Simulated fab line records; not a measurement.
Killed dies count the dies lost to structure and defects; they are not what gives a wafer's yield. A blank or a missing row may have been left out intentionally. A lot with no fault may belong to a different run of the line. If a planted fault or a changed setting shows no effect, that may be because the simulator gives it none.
fab line records	flow sky130
record: lots: 12	wafers: 36	last_day: 50
route steps=708 shown PWDE@84 VT_ADJUST_NCORE@126 SONOS_TUNNEL@161 SONOS_ONO@168
lots that met no fault: taken from a fault-free run of the same line
start_h: hours from the record's opening day to when the first of the lot's shown wafers began	wait_h: hours from the lot's prior step to this one	" unchanged from the row above	L1.1+2: a single row standing in for several wafers	- no value, or no start given	* or withheld: withheld	< > ~ a bound
route shown NAME@n: NAME is a module with steps in the file, n the number in the route of the first one	usual: the fault-free wafers' mean and standard deviation	same: alike in all rows	chamber/n: place in a boat	sites: each site's reading	_std_site: how widely they spread, as a standard deviation	_edge_site: outer sites' mean less inner sites'	radius_mm: for every site, how far away it sits from the centre of the wafer	mask NAME#n: copy n	behind: the last tool/chamber to shape the wafer	hold: why the lot was held/for how many hours/how that ended	device: the transistor (n, p or np) that didn't switch	end of line: tests of these same wafers at the route's end	step lacking rows: just its recipe	killed: dies that structure and defects cost at the first sort, which is not the same as the wafer's yield	map: the dies of a wafer, with x for killed, . for not killed, _ for no die there
set.NAME: the run value of the setting; set.NAME@STEP: its run value at that earlier step	model.NAME: the simulator's own value behind a step, which no gauge read
steps of the route over a sample of lots; a table a step, a row a wafer
services: when a tool's chamber went out of use (start_h, in hours from the record's first day, below 0 if earlier), for how many hours, and the reason
== steps ==
step: SKY_NWELL_RS_MEAS_31
recipe: thk_meas_gauge: four-point-probe
usual: PWDE_RS: 5276/14
lot.wafer	tool	chamber	start_h	wait_h	PWDE_RS[ohm/sq]
L275.2	film_metro-02	-	118.62	0.1	5277
L275.5	"	-	"	"	5273
L275.6	"	-	"	"	5283
L274.3	film_metro-03	-	119.02	0.1	5275
L274.4	"	-	"	"	5277
L274.5	"	-	"	"	5266
L276.2	film_metro-02	-	123.01	0.1	5247
L276.3	"	-	"	"	5291
L276.6	"	-	"	"	5264
L278.1	film_metro-04	-	131.93	0.1	5291
L278.3	"	-	"	"	5283
L278.5	"	-	"	"	5297
L279.2	film_metro-02	-	132.42	0.1	5259
L279.3	"	-	"	"	5303
L279.4	"	-	"	"	5261
L280.1	film_metro-03	-	138.85	0.1	5275
L280.3	"	-	"	"	5282
L280.6	"	-	"	"	5266
L282.1	film_metro-02	-	154.53	0.1	5313
L282.2	"	-	"	"	5272
L282.5	"	-	"	"	5272
L285.2	film_metro-04	-	170.12	0.1	5268
L285.3	"	-	"	"	5280
L285.6	"	-	"	"	5281
L293.1	film_metro-03	-	226.23	0.1	5274
L293.3	"	-	"	"	5285
L293.6	"	-	"	"	5269
L294.2	film_metro-03	-	229.11	0.1	5240
L294.3	"	-	"	"	5261
L294.6	"	-	"	"	5246
L295.3	film_metro-04	-	242.82	0.1	5298
L295.4	"	-	"	"	5286
L295.5	"	-	"	"	5277
L297.1	film_metro-04	-	252.19	0.1	5263
L297.2	"	-	"	"	5269
L297.6	"	-	"	"	5267
step: SKY_VT_ADJUST_NCORE_CD_MEAS_07
recipe: target_cd_nm: 380
usual: cd_nm: 379.4/2.6
lot.wafer	tool	chamber	start_h	wait_h	cd_nm
L275.2	cd_sem-02	-	199.18	0.1	384.2
L275.5	"	-	"	"	381.2
L275.6	"	-	"	"	381.9
L274.3	cd_sem-01	-	199.63	0.1	379.8
L274.4	"	-	"	"	379.9
L274.5	"	-	"	"	378.7
L276.2	cd_sem-02	-	202.88	0.1	380.2
L276.3	"	-	"	"	380.9
L276.6	"	-	"	"	379.0
L278.1	cd_sem-01	-	213.60	0.1	376.1
L278.3	"	-	"	"	377.4
L278.5	"	-	"	"	375.6
L279.2	cd_sem-01	-	216.33	0.1	383.3
L279.3	"	-	"	"	380.6
L279.4	"	-	"	"	380.1
L280.1	cd_sem-02	-	223.56	0.1	374.0
L280.3	"	-	"	"	374.6
L280.6	"	-	"	"	375.2
L282.1	cd_sem-01	-	242.00	0.1	379.7
L282.2	"	-	"	"	381.8
L282.5	"	-	"	"	385.8
L285.2	cd_sem-02	-	260.56	0.1	379.3
L285.3	"	-	"	"	379.0
L285.6	"	-	"	"	379.1
L293.1	cd_sem-01	-	325.25	0.1	376.6
L293.3	"	-	"	"	375.3
L293.6	"	-	"	"	379.4
L294.2	cd_sem-01	-	329.42	0.1	377.2
L294.3	"	-	"	"	377.7
L294.6	"	-	"	"	378.2
L295.3	cd_sem-01	-	344.98	0.1	377.5
L295.4	"	-	"	"	377.5
L295.5	"	-	"	"	375.6
L297.1	cd_sem-01	-	354.86	0.1	378.2
L297.2	"	-	"	"	377.9
L297.6	"	-	"	"	375.1
step: SKY_SONOS_TUNNEL_CD_MEAS_07
recipe: target_cd_nm: 410
usual: cd_nm: 410.2/2.3
lot.wafer	tool	chamber	start_h	wait_h	cd_nm
L275.2	cd_sem-01	-	268.89	0.1	409.6
L275.5	"	-	"	"	410.2
L275.6	"	-	"	"	410.2
L274.3	cd_sem-02	-	271.74	0.1	406.2
L274.4	"	-	"	"	407.5
L274.5	"	-	"	"	408.6
L276.2	cd_sem-01	-	273.78	0.1	409.2
L276.3	"	-	"	"	406.3
L276.6	"	-	"	"	407.3
L278.1	cd_sem-01	-	284.87	0.1	411.2
L278.3	"	-	"	"	408.7
L278.5	"	-	"	"	410.6
L279.2	cd_sem-01	-	289.63	0.1	414.7
L279.3	"	-	"	"	414.6
L279.4	"	-	"	"	413.5
L280.1	cd_sem-02	-	297.87	0.1	410.3
L280.3	"	-	"	"	411.7
L280.6	"	-	"	"	412.3
L282.1	cd_sem-02	-	317.65	0.1	413.0
L282.2	"	-	"	"	413.7
L282.5	"	-	"	"	414.5
L285.2	cd_sem-01	-	336.38	0.1	408.7
L285.3	"	-	"	"	410.2
L285.6	"	-	"	"	410.5
L293.1	cd_sem-01	-	410.30	0.1	412.0
L293.3	"	-	"	"	412.5
L293.6	"	-	"	"	411.1
L294.2	cd_sem-01	-	414.87	0.1	409.5
L294.3	"	-	"	"	410.9
L294.6	"	-	"	"	409.7
L295.3	cd_sem-02	-	431.66	0.1	409.0
L295.4	"	-	"	"	410.6
L295.5	"	-	"	"	408.6
L297.1	cd_sem-01	-	443.02	0.1	409.5
L297.2	"	-	"	"	408.3
L297.6	"	-	"	"	411.2
step: SKY_SONOS_ONO_OXIDATION_00
recipe: temp_c: 800	ambient: O2	idle_temp_c: 700	ramp_up_c_per_min: 10	ramp_down_c_per_min: 3	stabilise_s: 600	purge_s: 300	target_thk_a: 26	ox_time_s: 1249
usual: ramp_up_c_per_min: 9.9999/0.0017	spike_tc_centre_C: 801.5/1.8	spike_tc_upper_C: 800.2/1.1	tube_center_temp_C_max: 802.0/0.33	zone_power_top_pct: 27.8/0.52	zone_power_upper_pct: 14.6/1.4
lot.wafer	tool	chamber	start_h	wait_h	ramp_up_c_per_min	spike_tc_centre_C	spike_tc_upper_C	tube_center_temp_C_max	zone_power_top_pct	zone_power_upper_pct
L275.2	furnace-02	0	269.79	0.3	10.001	801.5	799.3	802.0	27.7	13.5
L275.5	"	0	"	"	9.9982	802.1	798.9	802.5	27.7	13.7
L275.6	"	0	"	"	9.9990	801.1	801.8	801.8	27.1	13.4
L274.3	furnace-02	0	272.65	0.3	9.9992	801.9	802.1	801.8	27.2	13.7
L274.4	"	0	"	"	10.002	802.4	799.6	801.5	27.3	13.7
L274.5	"	0	"	"	9.9965	802.6	800.5	802.0	27.8	13.8
L276.2	furnace-02	0	275.17	0.8	9.9974	802.5	799.9	801.8	27.0	13.4
L276.3	"	0	"	"	10.002	803.8	799.5	801.6	27.2	13.5
L276.6	"	0	"	"	10.002	802.9	800.1	802.1	27.5	13.7
L278.1	furnace-01	0	286.44	0.9	9.9993	797.5	800.2	803.0	28.5	16.7
L278.3	"	0	"	"	9.9976	797.9	800.5	801.8	28.9	16.5
L278.5	"	0	"	"	9.9983	801.5	799.7	801.7	28.2	16.2
L279.2	furnace-01	0	292.21	2.0	10.001	798.4	799.9	801.8	28.2	16.4
L279.3	"	0	"	"	9.9979	799.7	799.8	802.3	28.8	16.5
L279.4	"	0	"	"	10.001	800.0	800.5	802.1	28.2	16.3
L280.1	furnace-02	0	299.12	0.6	9.9995	803.1	798.8	801.4	27.5	13.7
L280.3	"	0	"	"	10.002	802.4	799.4	802.6	27.7	13.6
L280.6	"	0	"	"	9.9991	803.4	801.7	801.8	27.5	13.5
L282.1	furnace-01	0	318.47	0.1	9.9973	794.6	835.0	801.8	21.7	28.3
L282.2	"	0	"	"	9.9978	795.8	833.2	802.1	22.2	28.5
L282.5	"	0	"	"	9.9955	795.3	835.3	802.0	22.8	28.8
L285.2	furnace-01	0	338.09	1.1	9.9989	795.3	834.6	802.6	22.3	28.7
L285.3	"	0	"	"	10.000	795.3	836.7	802.0	22.4	28.9
L285.6	"	0	"	"	10.000	795.7	833.6	801.6	22.0	28.6
L293.1	furnace-01	0	414.09	3.1	10.000	798.9	800.1	802.0	28.4	16.5
L293.3	"	0	"	"	9.9980	800.2	800.8	802.0	28.0	16.7
L293.6	"	0	"	"	10.002	798.7	801.1	801.6	28.5	16.5
L294.2	furnace-02	0	418.37	2.9	9.9997	803.1	799.3	801.9	27.5	13.6
L294.3	"	0	"	"	10.001	803.6	800.7	802.1	27.2	13.4
L294.6	"	0	"	"	9.9990	801.6	799.1	802.3	27.8	13.6
L295.3	furnace-02	0	436.22	4.0	10.001	801.7	800.8	802.1	27.8	13.7
L295.4	"	0	"	"	10.002	802.8	799.2	801.7	27.6	13.6
L295.5	"	0	"	"	10.001	802.3	799.7	801.8	27.3	13.6
L297.1	furnace-01	0	444.62	0.9	10.003	800.9	802.1	802.1	28.5	16.3
L297.2	"	0	"	"	9.9996	797.1	802.0	801.7	28.6	16.4
L297.6	"	0	"	"	10.000	799.2	799.0	801.9	28.6	16.6
step: SKY_SONOS_ONO_THK_MEAS_01
recipe: reads: SiO2_of_SONOS_ONO_OXIDATION_00
usual: SONOS_ONO_OXIDATION_THK: 2.57/0.056
lot.wafer	tool	chamber	start_h	wait_h	SONOS_ONO_OXIDATION_THK[nm]
L275.2	film_metro-02	-	271.15	0.0	2.57
L275.5	"	-	"	"	2.52
L275.6	"	-	"	"	2.58
L274.3	film_metro-03	-	274.02	0.0	2.64
L274.4	"	-	"	"	2.56
L274.5	"	-	"	"	2.67
L276.2	film_metro-01	-	276.53	0.0	2.55
L276.3	"	-	"	"	2.58
L276.6	"	-	"	"	2.57
L278.1	film_metro-03	-	287.78	0.0	2.52
L278.3	"	-	"	"	2.52
L278.5	"	-	"	"	2.60
L279.2	film_metro-03	-	293.57	0.0	2.60
L279.3	"	-	"	"	2.60
L279.4	"	-	"	"	2.53
L280.1	film_metro-03	-	300.47	0.0	2.52
L280.3	"	-	"	"	2.55
L280.6	"	-	"	"	2.53
L282.1	film_metro-02	-	319.81	0.0	2.59
L282.2	"	-	"	"	2.68
L282.5	"	-	"	"	2.94
L285.2	film_metro-03	-	339.44	0.0	3.10
L285.3	"	-	"	"	3.13
L285.6	"	-	"	"	3.08
L293.1	film_metro-02	-	415.44	0.0	2.49
L293.3	"	-	"	"	2.54
L293.6	"	-	"	"	2.57
L294.2	film_metro-02	-	419.73	0.0	2.57
L294.3	"	-	"	"	2.49
L294.6	"	-	"	"	2.52
L295.3	film_metro-02	-	437.59	0.0	2.57
L295.4	"	-	"	"	2.66
L295.5	"	-	"	"	2.53
L297.1	film_metro-03	-	445.97	0.0	2.57
L297.2	"	-	"	"	2.56
L297.6	"	-	"	"	2.59
== services ==
tool	chamber	start_h	hours	kind
furnace-02	-	259.57	3.3	pm
furnace-01	-	266.79	3.0	pm
furnace-02	-	375.52	3.0	pm
furnace-01	-	409.29	3.5	pm
== key ==
first_sign: step: SKY_SONOS_ONO_OXIDATION_00	reading: spike_tc_upper_C	direction: up	sigmas: 32	usual: 800.2	struck: 834.7
effect: step: SKY_SONOS_ONO_OXIDATION_00	reading: zone_power_top_pct	direction: down	sigmas: 11	usual: 27.8	struck: 22.2
effect: step: SKY_SONOS_ONO_THK_MEAS_01	reading: SONOS_ONO_OXIDATION_THK	direction: up	sigmas: 6.4	usual: 2.57	struck: 2.92	wafers_moved: 4
met_at SKY_SONOS_ONO_OXIDATION_00
struck_lots L282,L285
tester_left_out L282,L285
not_acting_at SKY_NWELL_RS_MEAS_31,SKY_VT_ADJUST_NCORE_CD_MEAS_07,SKY_SONOS_TUNNEL_CD_MEAS_07
onset_between 292.21 318.47
fault: kind: process_parameter_drift	tool: furnace-01	chamber: -	onset_h: 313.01	steps: SKY_SONOS_ONO_OXIDATION_00	channel: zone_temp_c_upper	offset: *	shape: step	end_h: 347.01
tester_left_out: of these lots the tester's yield and bins aren't shown, on N5 and GAA mostly nor the transistor test; their killed dies are dies lost to structure and defects alone, not to doping, threshold or leakage, so they don't give the yield
